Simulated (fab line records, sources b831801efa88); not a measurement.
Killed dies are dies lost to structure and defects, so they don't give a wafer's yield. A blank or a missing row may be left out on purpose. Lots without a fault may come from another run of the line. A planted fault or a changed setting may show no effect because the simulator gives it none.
Which tool did it? | flow gf180mcu | 12 lots, 36 wafers sampled, at 5 steps of a route of 602

WHAT THE GAUGES READ, wafer by wafer
GF_V3_CD_MEAS_14: target cd 260 nm. Usual: cd_nm 260.3 nm, standard deviation 1.6.
lot  | measured     | on        | cd_nm (nm)        | flag
L653 | day 24 07:47 | cd_sem-02 | 259.7 259.4 259.8 |
L652 | day 24 11:42 | cd_sem-02 | 262.5 262.2 261.9 |
L654 | day 24 14:22 | cd_sem-02 | 260.2 263.1 260.9 |
L655 | day 25 03:03 | cd_sem-01 | 259.8 260.6 260.4 |
L657 | day 25 23:01 | cd_sem-02 | 260.3 261.6 262.3 |
L658 | day 26 05:44 | cd_sem-02 | 261.4 260.3 259.3 |
L659 | day 26 11:32 | cd_sem-01 | 257.3 259.3 259.2 |
L666 | day 28 14:12 | cd_sem-01 | 258.4 260.0 258.7 |
L667 | day 28 19:29 | cd_sem-01 | 259.1 259.6 258.9 |
L668 | day 29 06:12 | cd_sem-02 | 260.4 259.7 259.1 |
L670 | day 29 14:23 | cd_sem-02 | 260.3 261.1 260.8 |
L671 | day 29 17:15 | cd_sem-02 | 261.9 261.4 262.2 |

GF_V5_THK_MEAS_03. Usual: V5_CVD_02_THK 1452 nm, standard deviation 21.
lot  | measured     | on            | V5_CVD_02_THK (nm) | flag
L653 | day 28 03:26 | film_metro-01 | 1492 1465 1472     |
L652 | day 28 05:41 | film_metro-01 | 1450 1417 1475     |
L654 | day 28 07:48 | film_metro-04 | 1430 1473 1470     |
L655 | day 28 19:26 | film_metro-01 | 1444 1487 1473     |
L657 | day 29 13:10 | film_metro-04 | 1445 1456 1478     |
L658 | day 29 19:18 | film_metro-01 | 1436 1456 1445     |
L659 | day 30 01:40 | film_metro-04 | 1434 1462 1438     |
L666 | day 31 22:15 | film_metro-03 | 1239 1207 1278     | OFF
L667 | day 32 02:34 | film_metro-03 | 1263 1229 1275     | OFF
L668 | day 32 12:17 | film_metro-01 | 1246 1215 1209     | OFF
L670 | day 32 19:36 | film_metro-01 | 1429 1470 1476     |
L671 | day 32 22:26 | film_metro-04 | 1453 1470 1464     |

WHICH TOOL RAN EACH LOT (tool, then ch and the chambers of the sampled wafers, then the start)
lot  | GF_V3_ETCH_17                                 | GF_M5_METAL_ETCH_10               | GF_V5_CVD_02
L653 | rie_diel-04 ch 1,2,3, day 28 02:34 or earlier | rie_metal-04 ch 0,1, day 28 02:34 | pecvd-02 ch 0,1,2, day 28 03:22
L652 | rie_diel-01 ch 0,1,3, day 28 04:47 or earlier | rie_metal-02 ch 0,1, day 28 04:47 | pecvd-01 ch 0,1,2, day 28 05:34
L654 | rie_diel-04 ch 1,2, day 28 06:49 or earlier   | rie_metal-03 ch 0, day 28 06:49   | pecvd-04 ch 0, day 28 07:38
L655 | rie_diel-04 ch 0,1, day 28 18:24 or earlier   | rie_metal-02 ch 0, day 28 18:24   | pecvd-02 ch 0,1, day 28 19:16
L657 | rie_diel-03 ch 0,1,3, day 29 12:11 or earlier | rie_metal-03 ch 1, day 29 12:11   | pecvd-02 ch 0,1,2, day 29 13:03
L658 | rie_diel-01 ch 0,2,3, day 29 18:26 or earlier | rie_metal-02 ch 0,1, day 29 18:26 | pecvd-04 ch 0,1,2, day 29 19:11
L659 | rie_diel-03 ch 0,1,2, day 30 00:49 or earlier | rie_metal-02 ch 0,1, day 30 00:49 | pecvd-04 ch 0,1, day 30 01:32
L666 | rie_diel-03 ch 0,2, day 31 21:17 or earlier   | rie_metal-03 ch 0,1, day 31 21:17 | pecvd-01 ch 0,1,2, day 31 22:02
L667 | rie_diel-01 ch 0,3, day 32 01:40 or earlier   | rie_metal-04 ch 1, day 32 01:40   | pecvd-01 ch 0,1,2, day 32 02:29
L668 | rie_diel-01 ch 0,1,2, day 32 11:19 or earlier | rie_metal-04 ch 1, day 32 11:19   | pecvd-01 ch 0,1,2, day 32 12:10
L670 | rie_diel-01 ch 1,2, day 32 18:44 or earlier   | rie_metal-03 ch 0,1, day 32 18:44 | pecvd-02 ch 0,1, day 32 19:29
L671 | rie_diel-03 ch 0,3, day 32 21:34 or earlier   | rie_metal-03 ch 0,1, day 32 21:34 | pecvd-02 ch 1,2, day 32 22:19
- GF_V3_ETCH_17: etches SiO2 in C4F8/O2/Ar, stops on TiN, target depth 635 nm.
- GF_M5_METAL_ETCH_10: etches the open film in Cl2/BCl3, stops on SiO2, target depth 627.5 nm, time 104.6 s.
- GF_V5_CVD_02: deposits SiO2 from TEOS, target thk 1450 nm, time 163.28 s.

WHAT THE TOOLS THEMSELVES READ (means of the sampled wafers that have a number; where no wafer has one, the mark that the record gives instead)
GF_V3_ETCH_17. Usual: oes_product_au 0.856 a.u., standard deviation 0.0044.
lot  | tool        | oes_product_au (a.u.) | flag
L653 | rie_diel-04 | 0.855                 |
L652 | rie_diel-01 | 0.857                 |
L654 | rie_diel-04 | 0.855                 |
L655 | rie_diel-04 | 0.855                 |
L657 | rie_diel-03 | 0.856                 |
L658 | rie_diel-01 | 0.858                 |
L659 | rie_diel-03 | 0.854                 |
L666 | rie_diel-03 | 0.863                 |
L667 | rie_diel-01 | 0.857                 |
L668 | rie_diel-01 | 0.853                 |
L670 | rie_diel-01 | 0.858                 |
L671 | rie_diel-03 | 0.856                 |

GF_M5_METAL_ETCH_10. Usual: drypump_motor_current_A 5.53 A, standard deviation 0.16; oes_product_au 0.974 a.u., standard deviation 0.0072; throttle_valve_pct 28.248 %, standard deviation 0.011.
lot  | tool         | drypump_motor_current_A (A) | oes_product_au (a.u.) | throttle_valve_pct (%) | flag
L653 | rie_metal-04 | 5.60                        | 0.972                 | 28.250                 |
L652 | rie_metal-02 | 5.37                        | 0.978                 | 28.243                 |
L654 | rie_metal-03 | 5.53                        | 0.982                 | 28.243                 |
L655 | rie_metal-02 | 5.33                        | 0.968                 | 28.257                 |
L657 | rie_metal-03 | 5.62                        | 0.971                 | 28.247                 |
L658 | rie_metal-02 | 5.38                        | 0.966                 | 28.262                 |
L659 | rie_metal-02 | 5.35                        | 0.971                 | 28.242                 |
L666 | rie_metal-03 | 5.56                        | 0.979                 | 28.249                 |
L667 | rie_metal-04 | 5.79                        | 0.974                 | 28.243                 |
L668 | rie_metal-04 | 5.78                        | 0.972                 | 28.256                 |
L670 | rie_metal-03 | 5.60                        | 0.972                 | 28.249                 |
L671 | rie_metal-03 | 5.62                        | 0.975                 | 28.247                 |

GF_V5_CVD_02. Usual: heater_power_w 634 W, standard deviation 100; rf_fwd_power_W 598.2 W, standard deviation 1.9.
lot  | tool     | heater_power_w (W) | rf_fwd_power_W (W) | flag
L653 | pecvd-02 | 636                | 596.8              |
L652 | pecvd-01 | 622                | 600.2              |
L654 | pecvd-04 | 733                | 597.8              |
L655 | pecvd-02 | 573                | 597.3              |
L657 | pecvd-02 | 642                | 597.2              |
L658 | pecvd-04 | 653                | 596.6              |
L659 | pecvd-04 | 633                | 597.8              |
L666 | pecvd-01 | 682                | 357.8              | OFF
L667 | pecvd-01 | 673                | 358.9              | OFF
L668 | pecvd-01 | 736                | 358.9              | OFF
L670 | pecvd-02 | 538                | 596.9              |
L671 | pecvd-02 | 692                | 597.2              |

THE ANSWER, worked out from the rows above alone
Rule: a lot is off if the mean of its wafers that have a number lies more than 3 standard deviations from the usual mean. A lot without any number at a reading at which 4 lots or more have one is off too. The other lots that the step has rows for count as sound. The gauges are gone through in route order, then the tools' own readings, and for those a lot's mean is taken as printed above. The first step at which some lot is off is used, and at that step the reading that is off furthest; a lot without a number counts as furthest.
Off: L666, L667, L668, at GF_V5_THK_MEAS_03 (V5_CVD_02_THK).
A tool fits if, at a process step before that reading, it ran every lot that is off, and no sound lot after the first of them. The gauges at GF_V5_THK_MEAS_03 aren't tried: what is off there is off at GF_V5_CVD_02 too, on other tools, and a gauge's error can't cause that. GF_V3_ETCH_17 gives no start for some lots, so the hours and the order of its lots are those of GF_M5_METAL_ETCH_10. One fits: pecvd-01 at GF_V5_CVD_02. Its last sound lot is L652 (day 28 05:34), its first lot that is off L666 (day 31 22:02): a fault that began between those two fits.
The tool's own readings at GF_V5_CVD_02 bear it out: on the lots that are off they differ by more than 5 times the standard deviation of the sound lots' means. rf_fwd_power_W reads 358.5 W there against 597.5 W on the sound lots.

WHAT THE SIMULATOR HAD PUT IN
Process parameter drift: pecvd-01, from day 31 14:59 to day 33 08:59, at GF_V5_CVD_02. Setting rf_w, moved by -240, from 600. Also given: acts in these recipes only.
Lots struck among those shown: L666, L667, L668. The rule above found the same.
